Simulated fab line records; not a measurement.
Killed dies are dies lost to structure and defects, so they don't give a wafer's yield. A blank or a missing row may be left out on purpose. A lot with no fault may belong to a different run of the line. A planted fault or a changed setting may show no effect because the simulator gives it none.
Which tool is to blame? -- flow sky130 -- 12 lots, 36 wafers sampled, at 3 steps of a route of 708

## WHAT THE GAUGES SHOWED, per wafer
SKY_CAPM_THK_MEAS_01. Usual: CAPM_CVD_00_THK gives 15.50 nm (standard deviation 0.21).
lot,measured,on,CAPM_CVD_00_THK (nm),flag
L427,day 36 22:49,film-metro-01,15.42 15.39 15.43,
L429,day 37 09:47,film-metro-04,15.64 15.52 15.71,
L431,day 38 07:53,film-metro-04,15.30 16.01 15.53,
L433,day 38 14:01,film-metro-04,15.49 15.35 15.83,
L439,day 40 16:06,film-metro-01,15.22 14.94 15.41,
L440,day 41 15:45,film-metro-03,15.54 15.89 15.61,
L441,day 41 15:59,film-metro-03,15.73 15.80 15.63,
L443,day 42 19:14,film-metro-01,15.49 15.45 15.66,
L445,day 42 20:10,film-metro-04,15.12 15.19 15.24,
L446,day 42 23:44,film-metro-04,15.51 15.53 15.74,
L448,day 43 15:56,film-metro-04,15.27 15.45 15.76,
L449,day 43 20:22,film-metro-03,15.54 15.66 15.58,

## WHICH TOOL RAN EACH LOT (tool, then ch and the chambers of the sampled wafers, then the start)
lot,SKY_VIA2_CVD_21,SKY_METAL3_SPUTTER_01
L427,"cvd-w-02 ch 0,1, day 36 22:02","pvd-sputter-02, day 36 22:40"
L429,"cvd-w-02 ch 0,1, day 37 08:43","pvd-sputter-03, day 37 09:37"
L431,"cvd-w-02 ch 0,1, day 38 07:07","pvd-sputter-02, day 38 07:42"
L433,"cvd-w-02 ch 0,1, day 38 13:13","pvd-sputter-02, day 38 13:52"
L439,"cvd-w-02 ch 1, day 40 15:18","pvd-sputter-02, day 40 15:56"
L440,"cvd-w-02 ch 0,1, day 41 14:58","pvd-sputter-04, day 41 15:35"
L441,"cvd-w-01 ch 0,1, day 41 15:08","pvd-sputter-02, day 41 15:50"
L443,"cvd-w-01 ch 0,1, day 42 18:24","pvd-sputter-02, day 42 19:02"
L445,"cvd-w-02 ch 0,1, day 42 19:05","pvd-sputter-02, day 42 20:01"
L446,"cvd-w-02 ch 1, day 42 22:55","pvd-sputter-02, day 42 23:34"
L448,"cvd-w-02 ch 0,1, day 43 15:08","pvd-sputter-02, day 43 15:47"
L449,"cvd-w-01 ch 0,1, day 43 19:17","pvd-sputter-04, day 43 20:11"
- SKY_VIA2_CVD_21: deposits W, target thk 420 nm, time 126.4 s.
- SKY_METAL3_SPUTTER_01: material TiN, target thk 20 nm, time 16.7 s.

## WHAT THE TOOLS THEMSELVES READ (means of the sampled wafers that have a number; where no wafer has one, the mark that the record gives instead)
SKY_VIA2_CVD_21. Usual: heater-power-w 801 W, standard deviation 73.
lot,tool,heater-power-w (W),flag
L427,cvd-w-02,774,
L429,cvd-w-02,766,
L431,cvd-w-02,765,
L433,cvd-w-02,765,
L439,cvd-w-02,775,
L440,cvd-w-02,758,
L441,cvd-w-01,910,
L443,cvd-w-01,862,
L445,cvd-w-02,765,
L446,cvd-w-02,777,
L448,cvd-w-02,771,
L449,cvd-w-01,905,

SKY_METAL3_SPUTTER_01. Usual: cathode-dc-power-W 6499.9 W, standard deviation 1.1; throttle-valve-pct 29.8 %, standard deviation 0.98.
lot,tool,cathode-dc-power-W (W),throttle-valve-pct (%),flag
L427,pvd-sputter-02,6499.9,28.8,
L429,pvd-sputter-03,6499.9,30.1,
L431,pvd-sputter-02,6500.5,29.8,
L433,pvd-sputter-02,6500.6,28.4,
L439,pvd-sputter-02,6499.4,29.1,
L440,pvd-sputter-04,6500.8,30.0,
L441,pvd-sputter-02,6500.8,30.7,
L443,pvd-sputter-02,6500.5,28.9,
L445,pvd-sputter-02,6501.0,29.0,
L446,pvd-sputter-02,6500.2,30.4,
L448,pvd-sputter-02,6500.0,29.1,
L449,pvd-sputter-04,6498.4,29.7,

## THE ANSWER, worked out from the rows above alone
Rule: take the mean of a lot's wafers that have a number; if it is more than 3 standard deviations from the usual mean, the lot is off. Also off: a lot with no number at a reading for which 4 or more lots have one. All remaining lots with rows at the step are treated as sound. The gauges are gone through in route order, then the tools' own readings, and for those a lot's mean is taken as printed above. The first step at which some lot is off is used, and at that step the reading that is off furthest; a lot without a number counts as furthest.
No lot is off at any reading shown: from this, nothing can be told.

## WHAT THE SIMULATOR HAD INSERTED
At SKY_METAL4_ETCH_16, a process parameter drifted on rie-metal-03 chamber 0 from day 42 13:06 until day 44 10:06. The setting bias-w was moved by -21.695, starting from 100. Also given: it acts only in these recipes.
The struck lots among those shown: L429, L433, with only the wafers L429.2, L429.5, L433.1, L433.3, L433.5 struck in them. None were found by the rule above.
